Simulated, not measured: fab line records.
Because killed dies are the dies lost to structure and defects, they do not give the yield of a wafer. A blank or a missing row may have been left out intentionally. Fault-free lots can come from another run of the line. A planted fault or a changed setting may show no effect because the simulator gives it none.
fab line records	flow gf180mcu
record lots=6	wafers=18	lastDay=34
route steps=602 shown V3@430
lots that met no fault: taken from a fault-free run of the same line
startH: hours from the record's first day to the start of the lot's first wafer shown	waitH: hours from the lot's prior step to this one	" unchanged from the row above	L1.1+2: a row that stands for several wafers	- value missing, or start not given	* or withheld: withheld	< > ~ a bound
route shown NAME@n: a module of which the file shows steps, and the number in the route of the first	usual: mean and standard deviation over wafers with no fault	same: alike in all rows	chamber/n: place in a boat	sites: readings site by site	_std_site: the standard deviation of these	_edge_site: the outer-site mean with the inner-site mean subtracted	radiusMm: how far each site lies from the wafer's centre	mask NAME#n: copy n	behind: the most recent tool/chamber to have shaped the wafer	hold: the reason the lot was held/the length of the hold in hours/how it ended	device: whichever transistor did not switch (one of n, p or np)	end of line: tests of these same wafers at the route's end	a step with no rows: only its recipe	killed: dies lost to structure and defects at the first sort, not the wafer's yield	map: the dies of a wafer, with x for killed, . for not killed, _ for no die there
set.NAME: the setting that was run; set.NAME@STEP: the one run at that earlier step	model.NAME: the simulator's own value behind a step, which no gauge read
certain route steps with their lots: each step a table, each wafer a row
services: from which hour (startH, from the record's first day; less than 0 if before it) a tool's chamber was out of use, for how many hours, and why
## steps
# step GF_V3_THK_MEAS_01
# recipe reads=SiO2_of_V3_CVD_00
# usual V3_CVD_00_THK=599/6.8
lot.wafer	tool	chamber	startH	waitH	V3_CVD_00_THK[nm]
L668.1	filmMetro-02	-	545.38	0.0	604
L668.3	"	-	"	"	605
L668.5	"	-	"	"	601
L670.3	filmMetro-01	-	561.13	0.1	603
L670.5	"	-	"	"	594
L670.6	"	-	"	"	601
L677.4	filmMetro-02	-	616.31	0.0	590
L677.5	"	-	"	"	587
L677.6	"	-	"	"	582
L678.1	filmMetro-02	-	620.11	0.0	588
L678.3	"	-	"	"	599
L678.4	"	-	"	"	588
L681.2	filmMetro-04	-	640.29	0.0	595
L681.3	"	-	"	"	593
L681.6	"	-	"	"	591
L685.2	filmMetro-02	-	665.93	0.0	599
L685.4	"	-	"	"	608
L685.5	"	-	"	"	606
# step GF_V3_CVD_02
# recipe material=SiO2	targetThkNm=850	precursor=TEOS	tempC=400	timeS=94.851	rfW=600
# usual heaterPowerW=687/110
lot.wafer	tool	chamber	startH	waitH	heaterPowerW
L668.1	pecvd-01	2	545.44	0.1	563
L668.3	"	1	"	"	677
L668.5	"	1	"	"	729
L670.3	pecvd-01	1	561.17	0.0	648
L670.5	"	0	"	"	564
L670.6	"	1	"	"	716
L677.4	pecvd-02	0	616.37	0.1	587
L677.5	"	1	"	"	871
L677.6	"	2	"	"	637
L678.1	pecvd-01	0	620.17	0.1	503
L678.3	"	2	"	"	620
L678.4	"	0	"	"	563
L681.2	pecvd-02	0	640.34	0.0	607
L681.3	"	1	"	"	936
L681.6	"	1	"	"	750
L685.2	pecvd-03	0	665.98	0.0	830
L685.4	"	2	"	"	847
L685.5	"	0	"	"	857
# step GF_V3_THK_MEAS_03
# recipe reads=SiO2_of_V3_CVD_02
# usual V3_CVD_02_THK=849/11
lot.wafer	tool	chamber	startH	waitH	V3_CVD_02_THK[nm]
L668.1	filmMetro-04	-	545.51	0.0	846
L668.3	"	-	"	"	854
L668.5	"	-	"	"	864
L670.3	filmMetro-04	-	561.26	0.1	855
L670.5	"	-	"	"	860
L670.6	"	-	"	"	873
L677.4	filmMetro-04	-	616.44	0.0	850
L677.5	"	-	"	"	862
L677.6	"	-	"	"	861
L678.1	filmMetro-04	-	620.24	0.0	835
L678.3	"	-	"	"	841
L678.4	"	-	"	"	843
L681.2	filmMetro-01	-	640.41	0.0	840
L681.3	"	-	"	"	847
L681.6	"	-	"	"	852
L685.2	filmMetro-01	-	666.06	0.0	843
L685.4	"	-	"	"	861
L685.5	"	-	"	"	844
# step GF_V3_CMP_04
# recipe material=SiO2	downForcePsi=4	platenRpm=60	padVelocityMS=0.94248
# usual headPressurePsi=3.999/0.009	motorCurrentA=12.5/0.81	timeToEndpointS=75/5.4
lot.wafer	tool	chamber	startH	waitH	headPressurePsi	motorCurrentA	timeToEndpointS
L668.3	cmp-02	1	545.67	0.1	4.006	13.1	72
L668.1	"	2	"	"	4.004	12.8	74
L668.5	"	0	"	"	3.997	11.4	82
L670.3	cmp-02	1	561.40	0.1	3.984	12.2	75
L670.6	"	3	"	"	3.996	12.0	82
L670.5	"	0	"	"	4.007	11.4	81
L677.4	cmp-01	1	616.62	0.2	4.002	13.4	81
L677.6	"	2	"	"	4.002	13.2	84
L677.5	"	3	"	"	4.001	12.4	79
L678.1	cmp-02	0	620.30	0.1	3.990	12.0	69
L678.4	"	2	"	"	4.010	12.2	77
L678.3	"	3	"	"	3.986	11.7	69
L681.2	cmp-01	3	640.46	0.0	3.999	12.5	64
L681.3	"	2	"	"	4.018	13.0	72
L681.6	"	3	"	"	3.991	12.8	70
L685.4	cmp-01	2	666.21	0.1	3.997	13.6	84
L685.2	"	3	"	"	4.005	12.2	74
L685.5	"	1	"	"	4.011	13.4	79
# step GF_V3_BOW_MEAS_05
# recipe mode=bow
# usual V3_BOW=117/8.4
lot.wafer	tool	chamber	startH	waitH	V3_BOW[um]
L668.1	filmMetro-01	-	545.87	0.1	115
L668.3	"	-	"	"	114
L668.5	"	-	"	"	127
L670.3	filmMetro-02	-	561.64	0.2	114
L670.5	"	-	"	"	102
L670.6	"	-	"	"	122
L677.4	filmMetro-01	-	616.83	0.2	125
L677.5	"	-	"	"	127
L677.6	"	-	"	"	121
L678.1	filmMetro-01	-	620.60	0.2	126
L678.3	"	-	"	"	122
L678.4	"	-	"	"	123
L681.2	filmMetro-02	-	640.78	0.3	120
L681.3	"	-	"	"	125
L681.6	"	-	"	"	115
L685.2	filmMetro-02	-	666.43	0.1	97
L685.4	"	-	"	"	113
L685.5	"	-	"	"	107
# step GF_V3_DEHYDRATE_06
# recipe tempC=200	timeS=60
# step GF_V3_HMDS_07
# recipe primeTimeS=60	primeTempC=120
# step GF_V3_COAT_08
# recipe resist=BARC	tempC=withheld	timeS=withheld	spinRpm=withheld	resistThkNm=withheld
# step GF_V3_COAT_09
# recipe resist=KrF	spinRpm=withheld	resistThkNm=1019
# step GF_V3_SOFTBAKE_10
# recipe tempC=130	timeS=60	resist=KrF
# step GF_V3_EXPOSE_11
# recipe maskId=Via3	targetCdNm=260	na=0.68	sourceShape=conventional	sigmaOuter=0.6	doseMj=38
# step GF_V3_PEB_12
# recipe pebTempC=135	pebTimeS=90	resist=KrF
# step GF_V3_DEVELOP_13
# recipe developTimeS=60	resist=KrF	devTempC=21
# usual chillPlateTempC=23.03/0.084	developTimeS=60/0
lot.wafer	tool	chamber	startH	waitH	chillPlateTempC	developTimeS	model.KrF_of_V3_COAT_09.thkNm
L668.1	lithoTrack-01	0	567.30	0.2	22.96	60	1008
L668.3	"	0	"	"	22.92	60	1010
L668.5	"	0	"	"	23.05	60	1006
L670.3	lithoTrack-01	0	582.50	0.1	23.11	60	1005
L670.5	"	0	"	"	23.01	60	1006
L670.6	"	0	"	"	22.97	60	1003
L677.4	lithoTrack-03	-	637.22	0.1	-	-	1017
L677.5	"	-	"	"	-	-	1020
L677.6	"	-	"	"	-	-	1019
L678.1	lithoTrack-01	-	640.55	0.2	-	-	1016
L678.3	"	-	"	"	-	-	1017
L678.4	"	-	"	"	-	-	1018
L681.2	lithoTrack-01	0	660.47	0.2	23.03	60	1011
L681.3	"	0	"	"	23.03	60	1008
L681.6	"	0	"	"	23.00	60	1011
L685.2	lithoTrack-04	0	685.58	0.2	22.92	60	1005
L685.4	"	0	"	"	22.90	60	1005
L685.5	"	0	"	"	22.88	60	1004
# step GF_V3_CD_MEAS_14
# recipe targetCdNm=260
# usual cdNm=260.0/1.2
lot.wafer	tool	chamber	startH	waitH	cdNm
L668.1	cdSem-01	-	567.45	0.1	260.9
L668.3	"	-	"	"	259.8
L668.5	"	-	"	"	261.1
L670.3	cdSem-01	-	582.64	0.1	259.8
L670.5	"	-	"	"	259.3
L670.6	"	-	"	"	259.7
L677.4	cdSem-01	-	637.36	0.1	-
L677.5	"	-	"	"	-
L677.6	"	-	"	"	-
L678.1	cdSem-02	-	640.70	0.1	-
L678.3	"	-	"	"	-
L678.4	"	-	"	"	-
L681.2	cdSem-01	-	660.62	0.1	258.3
L681.3	"	-	"	"	260.5
L681.6	"	-	"	"	259.9
L685.2	cdSem-02	-	685.72	0.1	260.5
L685.4	"	-	"	"	260.0
L685.5	"	-	"	"	260.3
## services
tool	chamber	startH	hours	kind
pecvd-03	-	527.32	1.6	repair
cmp-02	-	535.28	6.3	pm
pecvd-02	-	554.21	1.3	repair
cmp-01	-	558.50	0.6	repair
cmp-01	-	559.62	1.8	repair
cmp-01	-	572.00	4.0	pm
cmp-01	-	575.42	3.2	repair
cmp-01	-	576.00	-	consumableReplace:conditioner
cmp-01	-	576.00	-	consumableReplace:pad
cmp-01	-	587.67	0.2	repair
pecvd-03	-	591.12	14.0	pm
pecvd-03	0	591.12	14.0	ventCycle
pecvd-03	1	591.12	14.0	ventCycle
pecvd-03	2	591.12	14.0	ventCycle
pecvd-02	2	591.97	23.2	repair
cmp-02	-	599.29	1.6	repair
pecvd-03	0	605.12	-	clean
pecvd-03	1	605.12	-	clean
pecvd-03	2	605.12	-	clean
cmp-01	-	632.35	1.9	repair
pecvd-01	2	652.04	2.7	repair
pecvd-01	-	662.68	0.8	repair
cmp-02	-	663.51	5.3	pm
cmp-01	-	682.85	1.9	repair
## key
firstSign step=GF_V3_DEVELOP_13	reading=toolRecord	direction=missing
effect none on later readings
modelEffect step=GF_V3_DEVELOP_13	value=KrF_of_V3_COAT_09.thkNm	without=1003	struck=1018
metAt GF_V3_DEVELOP_13
struckWafers L677.4,L677.5,L677.6,L678.1,L678.3,L678.4
laterRowsLeftOut L677.4,L677.5,L677.6,L678.1,L678.3,L678.4
sortLeftOut L677.4,L677.5,L677.6,L678.1,L678.3,L678.4
onsetBetween 582.50 637.22
fault kind=skippedStepWhole	tool=lithoTrack-01,lithoTrack-03	chamber=-	onsetH=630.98	steps=GF_V3_DEVELOP_13	scope=struckLotsOnly
# sortLeftOut: the simulated sort isn't trusted on such a fault, so these wafers' sort isn't shown, and their yield isn't known
# laterRowsLeftOut: the simulator's readings of these wafers behind a module that went badly wrong aren't trusted and aren't shown, but for the sort
